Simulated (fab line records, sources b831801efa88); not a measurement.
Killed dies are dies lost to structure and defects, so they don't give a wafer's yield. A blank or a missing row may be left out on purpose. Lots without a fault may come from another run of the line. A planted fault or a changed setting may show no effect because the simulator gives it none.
fab line records | flow sfq_line | part 1 of 2: steps 1 to 27 of 39
record lots=5 wafers=15 last_day=80
route steps=325 shown C5@241 M6@251 I6@266
lots that met no fault: from a run of the same line without faults
start_h: hours from the record's first day to the start of the lot's first wafer shown | wait_h: hours since the lot's step before | " the same as in the row above | L1.1+2: a row that stands for several wafers | - no value, or no start given | * or withheld: withheld | < > ~ a bound
route shown NAME@n: a module of which the file shows steps, and the number in the route of the first | usual: mean/standard deviation of fault-free wafers | same: alike in all rows | chamber/n: place in a boat | sites: the reading at each site | _std_site: their standard deviation | _edge_site: outer sites' mean less inner sites' | radius_mm: how far each site lies from the wafer's centre | mask NAME#n: copy n | behind: the tool/chamber that last shaped the wafer | hold: why the lot was held/for how many hours/how that ended | device: the transistor (n, p or np) that didn't switch | end of line: the same wafers' tests at the end of the route | a step without rows: its recipe alone | killed: dies lost to structure and defects at the first sort, not the wafer's yield | map: a wafer's dies, x killed, . not, _ none there
set.NAME: the setting as run; set.NAME@STEP: as run at that earlier step | model.NAME: the simulator's own value behind a step, which no gauge read
lots at some steps of the route; a table a step, a row a wafer
services: from which hour (start_h, from the record's first day; less than 0 if before it) a tool's chamber was out of use, for how many hours, and why
## steps
# step SFQ_TRILAYER_C5_LITHO_COAT_151
# recipe resist=KrF spin_rpm=3000 resist_thk_nm=650
# columns lot.wafer tool chamber start_h wait_h
L074.1+3+5 litho_track-03 0 1234.14 0.2
L075.1+2+6 litho_track-01 0 1237.74 0.2
L078.1+4+6 litho_track-02 0 1243.94 0.2
L081.2+4+5 litho_track-02 0 1254.59 0.2
L090.1+3+4 litho_track-02 0 1633.62 0.2
# step SFQ_TRILAYER_C5_LITHO_SOFTBAKE_155
# recipe temp_c=withheld time_s=withheld resist=KrF
# columns lot.wafer tool chamber start_h wait_h
L074.1+3+5 litho_track-03 0 1234.44 0.2
L075.1+2+6 litho_track-01 0 1238.04 0.2
L078.1+4+6 litho_track-02 0 1244.24 0.2
L081.2+4+5 litho_track-02 0 1254.87 0.2
L090.1+3+4 litho_track-02 0 1633.92 0.2
# step SFQ_TRILAYER_C5_LITHO_EXPOSE_152
# recipe mask_id=C5 na=0.6 source_shape=conventional sigma_outer=0.65 target_cd_nm=500 dose_mj=21.3
# columns lot.wafer tool chamber start_h wait_h mask
L074.1+3+5 krf_scanner-01 0 1234.59 - C5#0
L075.1+2+6 krf_scanner-01 0 1238.19 - C5#0
L078.1+4+6 krf_scanner-01 0 1244.39 - C5#0
L081.2+4+5 krf_scanner-01 0 1255.19 - C5#0
L090.1+3+4 krf_scanner-01 0 1651.37 - C5#0
# step SFQ_TRILAYER_C5_LITHO_PEB_154
# recipe peb_temp_c=115 peb_time_s=60 resist=KrF
# columns lot.wafer tool chamber start_h wait_h
L074.1+3+5 litho_track-01 0 1235.79 1.0
L075.1+2+6 litho_track-01 0 1239.39 1.0
L078.1+4+6 litho_track-02 0 1245.59 1.0
L081.2+4+5 litho_track-03 0 1256.22 0.8
L090.1+3+4 litho_track-01 0 1652.57 1.0
# step SFQ_TRILAYER_C5_LITHO_DEVELOP_153
# recipe time_s=60 resist=KrF
# columns lot.wafer tool chamber start_h wait_h
L074.1+3+5 litho_track-01 0 1235.94 0.1
L075.1+2+6 litho_track-01 0 1239.54 0.1
L078.1+4+6 litho_track-02 0 1245.74 0.1
L081.2+4+5 litho_track-03 0 1256.37 0.1
L090.1+3+4 litho_track-01 0 1652.72 0.1
# step SFQ_C5_OVL_MEAS_937
# usual C5_OVL=-2/4.8
# columns lot.wafer tool chamber start_h wait_h C5_OVL[nm]
L074.1 overlay-02 - 1236.09 0.1 1
L074.3 " - " " -3
L074.5 " - " " -2
L075.1 overlay-02 - 1239.69 0.1 -8
L075.2 " - " " -4
L075.6 " - " " -7
L078.1 overlay-02 - 1245.89 0.1 -5
L078.4 " - " " -4
L078.6 " - " " -1
L081.2 overlay-02 - 1256.50 0.1 -1
L081.4 " - " " 3
L081.5 " - " " -4
L090.1 overlay-01 - 1652.87 0.1 0
L090.3 " - " " 8
L090.4 " - " " 4
# step SFQ_TRILAYER_C5_BARC_OPEN_VIA_ETCH_210
# recipe mask_material=PR chemistry=O2 target_depth_nm=125 target=BARC source_w=500 bias_w=80 pressure_mtorr=30 time_s=41.7
# usual drypump_motor_current_A=5.6/0.66 oes_product_au=0.685/0.0045
# columns lot.wafer tool chamber start_h wait_h drypump_motor_current_A oes_product_au rf_hours_counter_h
L074.1 rie_diel-02 3 1236.13 0.0 6.2 0.681 17
L074.3 " 1 " " 5.4 0.681 11
L074.5 " 1 " " 5.4 0.687 -
L075.1 rie_diel-02 0 1239.73 0.0 6.4 0.680 4
L075.2 " 2 " " 5.4 0.682 13
L075.6 " 0 " " 6.4 0.685 -
L078.1 rie_diel-01 2 1245.93 0.0 5.1 0.690 17
L078.4 " 3 " " 4.9 0.695 9
L078.6 " 2 " " 5.1 0.689 -
L081.2 rie_diel-01 3 1256.53 0.0 4.9 0.687 9
L081.4 " 2 " " 5.1 0.680 17
L081.5 " 1 " " 4.8 0.685 -
L090.1 rie_diel-02 3 1652.91 0.0 6.3 0.684 1
L090.3 " 1 " " 5.4 0.685 18
L090.4 " 0 " " 6.4 0.680 12
# step SFQ_TRILAYER_C5_ETCH_VIA_ETCH_154
# recipe target=SiO2 mask_material=PR chemistry=CHF3 target_depth_nm=84 source_w=500 bias_w=80 pressure_mtorr=30 time_s=withheld stop_on=Nb
# usual drypump_motor_current_A=5.6/0.66 oes_product_au=0.892/0.0083
# columns lot.wafer tool chamber start_h wait_h drypump_motor_current_A oes_product_au
L074.1 rie_diel-02 3 1236.17 0.0 6.2 0.882
L074.3 " 1 " " 5.4 0.889
L074.5 " 1 " " 5.4 0.896
L075.1 rie_diel-02 0 1239.77 0.0 6.4 0.889
L075.2 " 2 " " 5.4 0.874
L075.6 " 0 " " 6.4 0.889
L078.1 rie_diel-01 2 1245.97 0.0 5.1 0.878
L078.4 " 3 " " 4.9 0.887
L078.6 " 2 " " 5.2 0.881
L081.2 rie_diel-01 3 1256.57 0.0 4.8 0.905
L081.4 " 2 " " 5.1 0.904
L081.5 " 1 " " 4.8 0.897
L090.1 rie_diel-02 3 1652.95 0.0 6.2 0.892
L090.3 " 1 " " 5.4 0.886
L090.4 " 0 " " 6.5 0.892
# step SFQ_TRILAYER_C5_STRIP_STRIP_155
# recipe gas=O2 power_w=200 platen_temp_c=40 overash_fraction=0.65 chemistry=O2 pressure_mtorr=50
# usual drypump_motor_current_A=5.9/0.39 oes_product_au=1.005/0.0094 platen_temp_c=40.00/0.11
# columns lot.wafer tool chamber start_h wait_h drypump_motor_current_A oes_product_au platen_temp_c rf_hours_counter_h
L074.1 rie_metal-03 0 1236.22 - 5.5 0.996 39.82 56
L074.3 " 1 " " 6.3 1.005 40.04 -
L074.5 " 1 " " 6.3 1.009 39.95 -
L075.1 rie_metal-03 0 1239.82 - 5.5 1.002 40.06 56
L075.2 " 1 " " 6.3 1.019 39.98 24
L075.6 " 1 " " 6.3 1.014 40.00 -
L078.1 rie_metal-01 1 1246.02 - 5.7 1.002 40.06 71
L078.4 " 0 " " 5.8 1.017 40.31 -
L078.6 " 1 " " 5.7 0.989 39.97 -
L081.2 rie_metal-01 0 1256.82 - 5.8 0.996 39.94 -
L081.4 " 0 " " 5.8 1.015 40.17 -
L081.5 " 0 " " 5.8 1.002 39.99 -
L090.1 rie_metal-01 1 1653.00 - 5.7 1.006 39.97 132
L090.3 " 0 " " 5.8 1.000 39.86 -
L090.4 " 1 " " 5.7 0.993 39.99 -
# step SFQ_TRILAYER_C5_STRIP_SOLV_CLEAN_156
# recipe chemistry=NMP temp_c=70 time_s=600
# usual bath_heat_duty_pct=13.4/1.1
# columns lot.wafer tool chamber start_h wait_h bath_heat_duty_pct
L074.1 wet_bench-02 3 1237.02 0.5 13.1
L074.3 " 6 " " 13.0
L074.5 " 4 " " 12.4
L075.1 wet_bench-02 5 1240.62 0.5 14.0
L075.2 " 0 " " 12.4
L075.6 " 3 " " 13.6
L078.1 wet_bench-01 4 1246.62 0.4 15.0
L078.4 " 7 " " 15.0
L078.6 " 2 " " 12.7
L081.2 wet_bench-02 4 1257.82 0.8 11.6
L081.4 " 2 " " 15.0
L081.5 " 1 " " 12.8
L090.1 wet_bench-03 6 1653.60 0.4 13.4
L090.3 " 7 " " 12.1
L090.4 " 5 " " 13.6
# step SFQ_TRILAYER_M6_DEP_PRE_CLEAN_158
# recipe gas=Ar time_s=22.5 bias_v=250
# columns lot.wafer tool chamber start_h wait_h
L074.1+3+5 pvd_sputter-06 - 1237.21 0.0
L075.1+2+6 pvd_sputter-05 - 1240.79 0.0
L078.1+4+6 pvd_sputter-06 - 1246.81 0.0
L081.2+4+5 pvd_sputter-03 - 1258.01 0.0
L090.1+3+4 pvd_sputter-06 - 1653.77 0.0
# step SFQ_TRILAYER_M6_DEP_SPUTTER_157
# recipe material=Nb base_pressure_pa=1.33e-06 chamber_pressure_pa=0.1333 substrate_temp_c=20 target_thk_nm=200 power_w=2000 time_s=133.3
# usual substrate_temp_c=20.01/0.095 throttle_valve_pct=29.8/1.4
# columns lot.wafer tool chamber start_h wait_h substrate_temp_c throttle_valve_pct
L074.1 pvd_sputter-06 - 1237.24 0.0 19.95 28.8
L074.3 " - " " 20.13 28.8
L074.5 " - " " 19.99 29.0
L075.1 pvd_sputter-05 - 1240.82 0.0 20.09 30.0
L075.2 " - " " 19.96 28.8
L075.6 " - " " 19.90 32.6
L078.1 pvd_sputter-06 - 1246.84 0.0 20.05 29.2
L078.4 " - " " 19.97 30.9
L078.6 " - " " 20.17 28.7
L081.2 pvd_sputter-03 - 1258.04 0.0 20.20 32.0
L081.4 " - " " 19.84 28.2
L081.5 " - " " 20.00 30.5
L090.1 pvd_sputter-06 - 1653.80 0.0 19.98 30.7
L090.3 " - " " 19.98 28.7
L090.4 " - " " 20.08 28.7
# step SFQ_M6_RS_MEAS_938
# recipe thk_meas_gauge=four-point-probe reads=Nb_of_TRILAYER_M6_DEP_SPUTTER_157
# usual M6_NB_RS=0.887/0.01
# columns lot.wafer tool chamber start_h wait_h M6_NB_RS[ohm/sq]
L074.1 film_metro-02 - 1237.33 0.0 0.897
L074.3 " - " " 0.895
L074.5 " - " " 0.892
L075.1 film_metro-03 - 1240.91 0.0 0.902
L075.2 " - " " 0.887
L075.6 " - " " 0.901
L078.1 film_metro-03 - 1246.93 0.0 0.896
L078.4 " - " " 0.891
L078.6 " - " " 0.887
L081.2 film_metro-03 - 1258.15 0.1 0.892
L081.4 " - " " 0.887
L081.5 " - " " 0.893
L090.1 film_metro-03 - 1653.89 0.0 0.885
L090.3 " - " " 0.900
L090.4 " - " " 0.880
# step SFQ_TRILAYER_M6_LITHO_COAT_164
# recipe resist=BARC spin_rpm=3000 resist_thk_nm=62
# columns lot.wafer tool chamber start_h wait_h
L074.1+3+5 litho_track-04 0 1237.64 0.2
L075.1+2+6 litho_track-04 0 1241.09 0.1
L078.1+4+6 litho_track-02 0 1247.11 0.1
L081.2+4+5 litho_track-04 0 1258.36 0.1
L090.1+3+4 litho_track-04 0 1654.07 0.1
# step SFQ_TRILAYER_M6_LITHO_COAT_159
# recipe resist=KrF spin_rpm=3000 resist_thk_nm=600
# columns lot.wafer tool chamber start_h wait_h
L074.1+3+5 litho_track-04 0 1237.94 0.2
L075.1+2+6 litho_track-04 0 1241.39 0.2
L078.1+4+6 litho_track-02 0 1247.41 0.2
L081.2+4+5 litho_track-04 0 1258.66 0.2
L090.1+3+4 litho_track-04 0 1654.37 0.2
# step SFQ_TRILAYER_M6_LITHO_SOFTBAKE_163
# recipe temp_c=withheld time_s=withheld resist=KrF
# columns lot.wafer tool chamber start_h wait_h
L074.1+3+5 litho_track-04 0 1238.24 0.2
L075.1+2+6 litho_track-04 0 1241.69 0.2
L078.1+4+6 litho_track-02 0 1247.71 0.2
L081.2+4+5 litho_track-04 0 1258.93 0.2
L090.1+3+4 litho_track-04 0 1654.67 0.2
# step SFQ_TRILAYER_M6_LITHO_EXPOSE_160
# recipe mask_id=M6 na=0.6 source_shape=conventional sigma_outer=0.65 target_cd_nm=500 dose_mj=14.4
# columns lot.wafer tool chamber start_h wait_h mask
L074.1+3+5 krf_scanner-01 0 1361.20 - M6#0
L075.1+2+6 krf_scanner-01 0 1363.60 - M6#0
L078.1+4+6 krf_scanner-01 0 1369.60 - M6#0
L081.2+4+5 krf_scanner-01 0 1380.60 - M6#0
L090.1+3+4 krf_scanner-02 0 1724.69 - M6#0
# step SFQ_TRILAYER_M6_LITHO_PEB_162
# recipe peb_temp_c=115 peb_time_s=60 resist=KrF
# columns lot.wafer tool chamber start_h wait_h
L074.1+3+5 litho_track-02 0 1362.40 1.0
L075.1+2+6 litho_track-01 0 1364.80 1.0
L078.1+4+6 litho_track-04 0 1370.80 1.0
L081.2+4+5 litho_track-01 0 1381.63 0.8
L090.1+3+4 litho_track-01 0 1725.89 1.0
# step SFQ_TRILAYER_M6_LITHO_DEVELOP_161
# recipe time_s=60 resist=KrF
# columns lot.wafer tool chamber start_h wait_h
L074.1+3+5 litho_track-02 0 1362.55 0.1
L075.1+2+6 litho_track-01 0 1364.95 0.1
L078.1+4+6 litho_track-04 0 1370.95 0.1
L081.2+4+5 litho_track-01 0 1381.78 0.1
L090.1+3+4 litho_track-01 0 1726.04 0.1
# step SFQ_M6_OVL_MEAS_940
# usual M6_OVL=0/5.3
# columns lot.wafer tool chamber start_h wait_h M6_OVL[nm]
L074.1 overlay-02 - 1362.70 0.1 -12
L074.3 " - " " -12
L074.5 " - " " -8
L075.1 overlay-02 - 1365.10 0.1 3
L075.2 " - " " 6
L075.6 " - " " -4
L078.1 overlay-02 - 1371.10 0.1 8
L078.4 " - " " -2
L078.6 " - " " 3
L081.2 overlay-02 - 1381.91 0.1 -2
L081.4 " - " " 3
L081.5 " - " " 1
L090.1 overlay-01 - 1726.19 0.1 8
L090.3 " - " " 1
L090.4 " - " " 2
# step SFQ_TRILAYER_M6_BARC_OPEN_METAL_ETCH_206
# recipe mask_material=PR chemistry=O2 target_depth_nm=125 target=BARC icp_w=600 bias_w=80 pressure_mtorr=10 time_s=41.7
# usual drypump_motor_current_A=5.9/0.41 oes_product_au=0.685/0.0046
# columns lot.wafer tool chamber start_h wait_h drypump_motor_current_A oes_product_au rf_hours_counter_h
L074.1 rie_metal-01 1 1362.74 0.0 5.7 0.686 87
L074.3 " 0 " " 5.8 0.680 -
L074.5 " 1 " " 5.7 0.685 -
L075.1 rie_metal-01 1 1365.14 0.0 5.7 0.684 88
L075.2 " 0 " " 5.8 0.684 59
L075.6 " 0 " " 5.8 0.688 -
L078.1 rie_metal-04 1 1371.14 0.0 5.7 0.690 60
L078.4 " 1 " " 5.7 0.694 -
L078.6 " 0 " " 6.3 0.683 -
L081.2 rie_metal-04 1 1381.94 0.0 5.7 0.683 62
L081.4 " 1 " " 5.7 0.679 -
L081.5 " 1 " " 5.7 0.684 -
L090.1 rie_metal-04 1 1726.23 0.0 5.7 0.691 117
L090.3 " 0 " " 6.3 0.684 -
L090.4 " 1 " " 5.7 0.688 -
# step SFQ_TRILAYER_M6_ETCH_METAL_ETCH_162
# recipe target=Nb stop_on=SiO2 mask_material=PR chemistry=Cl2/Ar target_depth_nm=240 icp_w=600 bias_w=80 pressure_mtorr=10 time_s=120
# usual drypump_motor_current_A=5.9/0.4 oes_product_au=0.896/0.007
# columns lot.wafer tool chamber start_h wait_h drypump_motor_current_A oes_product_au rf_hours_counter_h
L074.1 rie_metal-01 1 1362.80 0.0 5.7 0.891 87
L074.3 " 0 " " 5.8 0.889 -
L074.5 " 1 " " 5.7 0.894 -
L075.1 rie_metal-01 1 1365.20 0.0 5.7 0.881 88
L075.2 " 0 " " 5.8 0.893 59
L075.6 " 0 " " 5.8 0.885 -
L078.1 rie_metal-04 1 1371.20 0.0 5.7 0.893 60
L078.4 " 1 " " 5.7 0.894 -
L078.6 " 0 " " 6.3 0.895 -
L081.2 rie_metal-04 1 1382.00 0.0 5.7 0.890 62
L081.4 " 1 " " 5.7 0.890 -
L081.5 " 1 " " 5.7 0.890 -
L090.1 rie_metal-04 1 1726.31 0.1 5.7 0.898 117
L090.3 " 0 " " 6.3 0.893 -
L090.4 " 1 " " 5.7 0.898 -
# step SFQ_TRILAYER_M6_STRIP_STRIP_163
# recipe gas=O2 power_w=200 platen_temp_c=40 overash_fraction=0.65 chemistry=O2 pressure_mtorr=50
# usual drypump_motor_current_A=5.9/0.4 oes_product_au=1.006/0.0097 platen_temp_c=40.02/0.094
# columns lot.wafer tool chamber start_h wait_h drypump_motor_current_A oes_product_au platen_temp_c rf_hours_counter_h
L074.1 rie_metal-01 1 1362.92 0.1 5.7 1.009 40.06 88
L074.3 " 0 " " 5.8 1.022 40.09 -
L074.5 " 1 " " 5.7 1.005 39.98 -
L075.1 rie_metal-01 1 1365.32 0.1 5.7 1.006 40.03 88
L075.2 " 0 " " 5.8 1.011 40.06 60
L075.6 " 0 " " 5.8 1.013 40.11 -
L078.1 rie_metal-04 1 1371.32 0.1 5.7 0.997 39.96 60
L078.4 " 1 " " 5.7 0.989 40.08 -
L078.6 " 0 " " 6.3 1.010 39.92 -
L081.2 rie_metal-04 1 1382.12 0.1 5.7 0.999 39.97 62
L081.4 " 1 " " 5.7 0.996 40.03 -
L081.5 " 1 " " 5.7 0.997 39.98 -
L090.1 rie_metal-04 1 1726.43 0.1 5.7 1.000 39.99 117
L090.3 " 0 " " 6.3 1.003 39.98 -
L090.4 " 1 " " 5.7 1.003 40.02 -
# step SFQ_TRILAYER_M6_STRIP_SOLV_CLEAN_164
# recipe chemistry=NMP temp_c=70 time_s=600
# usual bath_heat_duty_pct=13.3/1.3
# columns lot.wafer tool chamber start_h wait_h bath_heat_duty_pct
L074.1 wet_bench-01 7 1363.52 0.4 14.3
L074.3 " 1 " " 14.1
L074.5 " 2 " " 13.7
L075.1 wet_bench-01 1 1365.92 0.4 12.9
L075.2 " 3 " " 12.4
L075.6 " 4 " " 15.8
L078.1 wet_bench-04 7 1371.92 0.4 12.6
L078.4 " 6 " " 13.5
L078.6 " 3 " " 11.3
L081.2 wet_bench-04 2 1382.72 0.4 13.9
L081.4 " 5 " " 11.0
L081.5 " 7 " " 13.9
L090.1 wet_bench-01 1 1727.03 0.4 13.3
L090.3 " 7 " " 12.9
L090.4 " 6 " " 15.0
# step SFQ_TRILAYER_I6_DEP_PECVD_165
# recipe material=SiO2 temp_c=150 time_s=111.11 pressure_torr=2.4 rf_w=183.3 precursor=SiH4/N2O target_thk_nm=500
# usual heater_power_w=84/8.3 throttle_valve_pct=24.5/1.2
# columns lot.wafer tool chamber start_h wait_h heater_power_w since_wet_clean_h throttle_valve_pct
L074.1 pecvd-01 2 1363.72 0.0 81 1155 26.9
L074.3 " 0 " " 70 1155 25.4
L074.5 " 0 " " 75 - 24.8
L075.1 pecvd-01 1 1366.12 0.0 86 1158 25.2
L075.2 " 0 " " 73 1158 24.9
L075.6 " 0 " " 76 - 25.0
L078.1 pecvd-01 2 1372.10 0.0 85 1164 26.7
L078.4 " 0 " " 80 - 24.9
L078.6 " 1 " " 88 - 25.0
L081.2 pecvd-01 0 1382.90 0.0 71 1175 25.4
L081.4 " 1 " " 87 - 25.2
L081.5 " 0 " " 74 - 25.1
L090.1 pecvd-04 0 1727.23 0.0 105 396 23.6
L090.3 " 2 " " 81 396 23.1
L090.4 " 2 " " 86 - 23.2
# step SFQ_TRILAYER_I6_CMP_CMP_166
# recipe material=SiO2 down_force_psi=3 platen_rpm=60 pad_velocity_m_s=0.94248
# usual edge_zone_pressure_frac=1.000/0.0051 motor_current_A=10.2/0.93 slurry_filter_dp_kPa=13.51/0.12 slurry_flow_ml_min=150.0/0.5 time_to_endpoint_s=215/7.8
# columns lot.wafer tool chamber start_h wait_h edge_zone_pressure_frac motor_current_A slurry_filter_dp_kPa slurry_flow_ml_min time_to_endpoint_s
L074.1 cmp-02 2 1366.54 2.8 1.002 9.1 13.49 149.9 212
L074.3 " 1 1368.04 4.3 0.998 9.4 13.75 149.4 208
L074.5 " 3 1369.04 5.2 1.004 10.2 13.75 149.7 212
L075.2 cmp-01 0 1370.87 4.7 0.995 11.5 13.50 149.5 212
L075.1 " 3 1372.37 6.2 1.008 11.3 13.50 149.2 212
L075.6 " 1 1373.37 7.2 0.999 11.6 13.48 149.3 208
L078.4 cmp-02 2 1384.54 12.4 0.997 9.8 13.43 149.8 220
L078.1 " 3 " " 1.000 10.1 13.60 149.7 215
L078.6 " 2 1386.54 14.4 1.003 9.8 13.43 150.7 223
L081.2 cmp-02 1 1402.81 19.9 1.007 8.8 13.56 150.2 221
L081.4 " 2 " " 0.992 10.1 13.46 149.0 230
L081.5 " 0 1404.31 21.3 0.996 11.4 13.46 149.9 218
L090.3 cmp-01 3 1735.57 8.3 0.997 11.0 13.55 149.7 208
L090.1 " 0 " " 0.995 11.2 13.58 149.9 210
L090.4 " 1 " " 1.012 11.5 13.60 150.9 216
# step SFQ_I6_BOW_MEAS_941
# recipe mode=bow
# usual I6_BOW=5/12
# columns lot.wafer tool chamber start_h wait_h I6_BOW[um]
L074.1 film_metro-01 - 1369.54 2.5 -14
L074.3 " - " " -14
L074.5 " - " " -12
L075.1 film_metro-03 - 1373.87 1.0 8
L075.2 " - " " -9
L075.6 " - " " -5
L078.1 film_metro-01 - 1387.54 2.0 9
L078.4 " - " " -1
L078.6 " - " " -1
L081.2 film_metro-03 - 1405.33 2.0 20
L081.4 " - " " 25
L081.5 " - " " 17
L090.1 film_metro-01 - 1738.07 1.5 12
L090.3 " - " " 6
L090.4 " - " " 5
